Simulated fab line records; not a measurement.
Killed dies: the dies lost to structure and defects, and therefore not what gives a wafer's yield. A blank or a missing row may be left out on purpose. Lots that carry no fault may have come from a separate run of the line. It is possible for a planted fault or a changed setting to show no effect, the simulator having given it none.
Comparing a struck lot with a sound one | flow gf180mcu | 16 steps out of a route of 602
Sound: wafers L799.1, L799.3, L799.5. Struck: wafer L810.4. (L810.3, L810.6 of the same lot were not struck and are left out.) The cause comes at the end.
At each step with rows: each side's tool, then ch and its chambers, then its first start. Under that, the readings that differ: sound wafers | struck wafers | difference of the means | sigmas: that difference in standard deviations of wafers without a fault.
alike: a reading whose means differ by less than 2 such deviations, as well as words and numbers matching on both sides. not compared: withheld readings; readings where some wafer has no value; bounds like >300 that might hide an equal value; numbers whose values overlap and for which the record gives no deviation.
A row with sigmas, a row that says differs or no value, or rows on one side alone: a step with any of these is where the two part. When numbers do not overlap yet have no deviation, they are printed without sigmas and do not part them. A reading missing from all wafers of one side parts the sides only when that side holds two or more wafers.

first, 9 steps without rows for these wafers: GF_MIM_STRIP_21 (strips in post etch residue remover, time 1200 s); GF_MIM_CLEAN_22 (cleans in DIW); GF_M5_DEHYDRATE_00 (time 60 s); GF_M5_HMDS_01 (prime time 60 s); GF_M5_COAT_02 (resist thk 1000 nm); GF_M5_SOFTBAKE_03 (time 60 s); GF_M5_EXPOSE_04 (exposes mask Metal5, target cd 280 nm); GF_M5_PEB_05 (peb time 90 s); GF_M5_DEVELOP_06 (develop time 60 s).
GF_M5_CD_MEAS_07: the cd target is 280 nm.
  sound: cd_sem-01 at day 27 17:01; struck: cd_sem-01 at day 31 00:51
  alike: cd_nm
GF_M5_OVL_MEAS_08:
  sound: overlay-02 at day 27 17:08; struck: overlay-02 at day 31 00:56
  alike: M5_OVL
GF_M5_ETCH_09: etches Si3N4 in CF4/O2, target depth 52 nm, time 11.6 s.
  sound on rie_diel-01 ch 0,2, day 27 17:11; struck on rie_diel-01 ch 3, day 31 00:58
  reading                     | sound       | struck | difference | sigmas
  drypump_motor_current_A (A) | 5.7 5.5 5.7 | 6.5    | +0.9       | +2
  alike: O2_flow_sccm, oes_product_au, rf_fwd_power_W, throttle_valve_pct
  not compared: rf_hours_counter_h
GF_M5_METAL_ETCH_10: etches the open film in Cl2/BCl3, stops on SiO2, target depth 750.8 nm, time 125.1 s.
  sound on rie_metal-02 ch 0,1, day 27 17:12; struck on rie_metal-01 ch 0, day 31 01:02
  reading                             | sound                | struck | difference | sigmas
  drypump_motor_current_A (A)         | 6.4 6.4 6.3          | 4.9    | -1.5       | -3
  oes_product_au (a.u.)               | 0.996 0.996 0.983    | 0.899  | -0.093     | -14
  rf_fwd_power_W (W)                  | 796.4 801.2 796.2    | 665.9  | -132.0     | -51
  throttle_valve_pct (%)              | 28.223 28.225 28.250 | 28.322 | +0.089     | +8
  model.KrF_of_M5_COAT_02.thk_nm (nm) | 640.6 637.1 651.9    | 697    | +54        |
  not compared: rf_hours_counter_h
GF_M5_STRIP_11: strips in O2/N2.
  sound on plasma_asher-03 ch 1, day 27 17:20; struck on plasma_asher-02 ch 0, day 31 01:09
  reading                      | sound             | struck | difference | sigmas
  oes_product_au (a.u.)        | 0.524 0.517 0.524 | 0.543  | +0.021     | +4
  strip_time_to_endpoint_s (s) | 6.95 6.90 7.06    | 7.50   | +0.53      | +10
  alike: drypump_motor_current_A, heater_power_w
  not compared: rf_hours_counter_h
then, 2 steps without rows for these wafers: GF_M5_STRIP_12 (strips in post etch residue remover, time 1200 s); GF_PASSIVATION_PROBE_99.

== WHERE THEY PART ==
Earliest at GF_M5_ETCH_09; latest, in this record, at GF_M5_STRIP_11.

WHY: what the simulator had put in
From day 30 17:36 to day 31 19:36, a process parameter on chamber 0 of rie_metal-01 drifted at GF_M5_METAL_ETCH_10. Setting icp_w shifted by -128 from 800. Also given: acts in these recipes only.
